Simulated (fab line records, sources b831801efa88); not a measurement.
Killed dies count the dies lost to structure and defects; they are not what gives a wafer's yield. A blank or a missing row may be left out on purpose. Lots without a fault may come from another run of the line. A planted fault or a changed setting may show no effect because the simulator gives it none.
One fault seen from 2 desks + flow sfqLine + every desk sees just its own numbers, and what lay behind them comes last

DESK OF THE TOOL OWNER: pecvd-04
The tool's own readings at SFQ_TRILAYER_A5C_DEP_PECVD_142 (deposits SiO2 from SiH4/N2O, time 15.556 s, target thk 70 nm): means of the sampled wafers that have a number, for each lot that ran on this tool. Any lot whose mean is over 4 standard deviations away from the usual mean is out of limits and marked OUT; that distance is given in the brackets.
Columns: A = heaterPowerW at SFQ_TRILAYER_A5C_DEP_PECVD_142, usual 83 W; B = susceptorTempC at SFQ_TRILAYER_A5C_DEP_PECVD_142, usual 149.99 C; C = throttleValvePct at SFQ_TRILAYER_A5C_DEP_PECVD_142, usual 24.6 %
| lot  | first seen here | A  | B      | C    |
|------|-----------------|----|--------|------|
| L223 | day 65 10:27    | 95 | 150.03 | 23.3 |
| L224 | day 65 20:03    | 86 | 149.99 | 23.7 |
| L234 | day 66 20:59    | 89 | 149.96 | 23.7 |
| L236 | day 66 23:23    | 89 | 150.01 | 23.7 |
| L245 | day 71 09:21    | 87 | 150.07 | 24.0 |
| L246 | day 80 04:24    | 89 | 149.96 | 24.6 |
This desk's finding: nothing out of limits on any of the 6 lots.

METROLOGY DESK
What the gauges read, lot by lot, whatever tool the lot ran on: means of the sampled wafers that have a number. Any lot whose mean is over 4 standard deviations away from the usual mean is out of limits and marked OUT; that distance is given in the brackets.
Columns: A = M6_OVL at SFQ_M6_OVL_MEAS_940, usual 2 nm
| lot  | first seen here | A  |
|------|-----------------|----|
| L223 | day 75 18:40    | -3 |
| L224 | day 75 23:28    | -1 |
| L225 | day 76 04:16    | 2  |
| L227 | day 76 09:04    | -4 |
| L229 | day 76 18:40    | 5  |
| L230 | day 76 19:52    | -0 |
| L234 | day 77 01:52    | -2 |
| L236 | day 77 05:28    | 6  |
| L240 | day 77 22:16    | 2  |
| L242 | day 79 15:10    | 1  |
| L243 | day 80 11:43    | 1  |
| L244 | day 80 23:07    | -4 |
| L245 | day 81 00:19    | 10 |
| L246 | day 82 12:56    | 8  |
This desk's finding: nothing out of limits on any of the 14 lots.

TAKEN TOGETHER
The tool owner's desk saw nothing out of limits.
The metrology desk saw nothing out of limits.

WHAT THE SIMULATOR HAD PUT IN
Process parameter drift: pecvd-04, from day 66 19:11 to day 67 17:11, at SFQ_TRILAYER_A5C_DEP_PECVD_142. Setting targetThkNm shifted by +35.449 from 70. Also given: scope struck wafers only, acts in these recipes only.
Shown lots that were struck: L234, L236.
